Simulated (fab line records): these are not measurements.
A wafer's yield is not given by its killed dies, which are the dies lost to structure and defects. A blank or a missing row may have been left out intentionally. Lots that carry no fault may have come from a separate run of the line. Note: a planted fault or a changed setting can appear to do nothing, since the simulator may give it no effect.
What tool caused it? | flow sky130 | 14 lots, 42 wafers sampled, at 4 steps of a route of 708

== WHAT EACH GAUGE READ, for each wafer ==
SKY_VIA4_THK_MEAS_01.
lot  | measured     | on            | VIA4_HDPCVD_THK (nm)
L696 | day 43 05:32 | film_metro-01 | 1751 1750 1761
L698 | day 43 16:23 | film_metro-01 | 1740 1740 1754
L708 | day 46 11:08 | film_metro-02 | 1751 1786 1785
L709 | day 46 10:49 | film_metro-03 | 1759 1747 1723
L711 | day 46 18:20 | film_metro-01 | 1787 1734 1745
L712 | day 46 22:40 | film_metro-02 | 1788 1755 1745
L713 | day 47 06:41 | film_metro-01 | 1770 1772 1735
L714 | day 47 08:38 | film_metro-01 | 1779 1797 1781
L715 | day 47 18:41 | film_metro-01 | 1726 1717 1738
L716 | day 47 21:27 | film_metro-02 | 1722 1719 1759
L718 | day 48 11:43 | film_metro-02 | 1769 1781 1718
L719 | day 48 17:38 | film_metro-02 | 1728 1746 1760

== WHICH TOOL RAN EACH LOT (tool, then ch and the chambers of the sampled wafers, then the start) ==
lot  | SKY_VIA2_CMP_02               | SKY_METAL4_DEVELOP_12             | SKY_METAL4_STRIP_19
L696 | cmp-01 ch 0,1, day 36 14:39   | litho_track-02 ch 0, day 43 04:00 | plasma_asher-03 ch 0,1, day 43 04:46
L698 | cmp-02 ch 0,2,3, day 37 01:46 | litho_track-02 ch 0, day 43 15:00 | plasma_asher-02 ch 0,1, day 43 15:37
L699 | cmp-02 ch 0,1,2, day 37 03:03 | litho_track-02, day 43 15:00      | plasma_asher-04 ch 0,1, day 43 16:18
L700 | cmp-01 ch 1,2, day 37 13:04   | litho_track-02, day 44 01:00      | plasma_asher-04 ch 0,1, day 44 02:19
L708 | cmp-02 ch 0,2,3, day 40 07:02 | litho_track-01 ch 0, day 46 09:00 | plasma_asher-03 ch 0,1, day 46 10:17
L709 | cmp-02 ch 0,2,3, day 40 07:20 | litho_track-01 ch 0, day 46 09:00 | plasma_asher-02 ch 0,1, day 46 09:56
L711 | cmp-02 ch 0,2,3, day 40 15:03 | litho_track-01 ch 0, day 46 16:00 | plasma_asher-03 ch 0,1, day 46 17:05
L712 | cmp-01 ch 0,2,3, day 40 18:50 | litho_track-04 ch 0, day 46 20:00 | plasma_asher-04 ch 0,1, day 46 21:29
L713 | cmp-02 ch 2,3, day 41 06:40   | litho_track-04 ch 0, day 47 05:00 | plasma_asher-03 ch 0,1, day 47 05:55
L714 | cmp-02 ch 0,1,2, day 41 09:22 | litho_track-02 ch 0, day 47 07:00 | plasma_asher-04 ch 0,1, day 47 07:46
L715 | cmp-01 ch 1,2, day 41 19:51   | litho_track-01 ch 0, day 47 17:00 | plasma_asher-02 ch 1, day 47 17:50
L716 | cmp-01 ch 0,1, day 42 00:51   | litho_track-02 ch 0, day 47 19:00 | plasma_asher-02 ch 0,1, day 47 20:07
L718 | cmp-01 ch 0,1,3, day 42 16:08 | litho_track-01 ch 0, day 48 10:00 | plasma_asher-03 ch 0,1, day 48 10:56
L719 | cmp-02 ch 1,2,3, day 42 20:58 | litho_track-02 ch 0, day 48 16:00 | plasma_asher-02 ch 0,1, day 48 16:51
- SKY_VIA2_CMP_02: polishes SiO2.
- SKY_METAL4_DEVELOP_12: develop time 60 s.
- SKY_METAL4_STRIP_19: strips in O2/N2.

== AS READ BY THE TOOLS THEMSELVES (means over the sampled wafers that have a number; for cases with no such wafer, the mark the record gives instead) ==
SKY_VIA2_CMP_02.
lot  | tool   | motor_current_A (A)
L696 | cmp-01 | 14.4
L698 | cmp-02 | 11.8
L699 | cmp-02 | 12.6
L700 | cmp-01 | 12.2
L708 | cmp-02 | 12.2
L709 | cmp-02 | 11.8
L711 | cmp-02 | 12.0
L712 | cmp-01 | 12.3
L713 | cmp-02 | 11.5
L714 | cmp-02 | 12.6
L715 | cmp-01 | 13.6
L716 | cmp-01 | 13.8
L718 | cmp-01 | 13.3
L719 | cmp-02 | 12.0

SKY_METAL4_DEVELOP_12.
lot  | tool           | chill_plate_temp_C (C)
L696 | litho_track-02 | 23.04
L698 | litho_track-02 | 22.97
L699 | litho_track-02 | -
L700 | litho_track-02 | -
L708 | litho_track-01 | 22.96
L709 | litho_track-01 | 23.03
L711 | litho_track-01 | 22.96
L712 | litho_track-04 | 23.08
L713 | litho_track-04 | 23.12
L714 | litho_track-02 | 23.11
L715 | litho_track-01 | 22.93
L716 | litho_track-02 | 23.03
L718 | litho_track-01 | 22.97
L719 | litho_track-02 | 22.97

SKY_METAL4_STRIP_19.
lot  | tool            | drypump_motor_current_A (A) | oes_product_au (a.u.) | strip_time_to_endpoint_s (s)
L696 | plasma_asher-03 | 5.66                        | 0.500                 | 6.44
L698 | plasma_asher-02 | 5.90                        | 0.504                 | 6.56
L699 | plasma_asher-04 | 5.83                        | 0.511                 | 6.73
L700 | plasma_asher-04 | 5.82                        | 0.506                 | 6.66
L708 | plasma_asher-03 | 5.62                        | 0.501                 | 6.46
L709 | plasma_asher-02 | 5.89                        | 0.500                 | 6.46
L711 | plasma_asher-03 | 5.66                        | 0.494                 | 6.44
L712 | plasma_asher-04 | 5.86                        | 0.504                 | 6.44
L713 | plasma_asher-03 | 5.67                        | 0.499                 | 6.54
L714 | plasma_asher-04 | 5.82                        | 0.500                 | 6.53
L715 | plasma_asher-02 | 6.33                        | 0.501                 | 6.54
L716 | plasma_asher-02 | 5.90                        | 0.502                 | 6.52
L718 | plasma_asher-03 | 5.65                        | 0.501                 | 6.49
L719 | plasma_asher-02 | 5.90                        | 0.500                 | 6.52

== THE ANSWER, worked out from the rows above alone ==
Rule: the lots themselves supply what counts as usual. Put in order of their means at a reading, lots are off if they are a third of the lots or fewer, leave a main group of 4 or more, and stand apart from it by a gap of 3 or more times the standard deviation of the main group's means; of several such gaps the widest counts. The tables above print the reading to a certain number of digits; a main group whose means all agree to those digits is not used. A lot without any number at a reading at which 4 lots or more have one is off too. The other lots that the step has rows for count as sound. After the gauges, taken in route order, come the tools' own readings; for these a lot's mean is taken, as printed above. At the first step where some lot is off, the reading lying furthest off is the one used; lots without a number count as furthest.
Off, at SKY_METAL4_DEVELOP_12 on chill_plate_temp_C: L699, L700. Without a number there: L699, L700. The main group: mean 23.01 C, standard deviation 0.061.
If a tool, at that step or one of the process steps before it, ran each lot that is off and ran no sound lot following the first of them, it fits. No candidate that was tried fits.

== WHAT THE SIMULATOR HAD INSERTED ==
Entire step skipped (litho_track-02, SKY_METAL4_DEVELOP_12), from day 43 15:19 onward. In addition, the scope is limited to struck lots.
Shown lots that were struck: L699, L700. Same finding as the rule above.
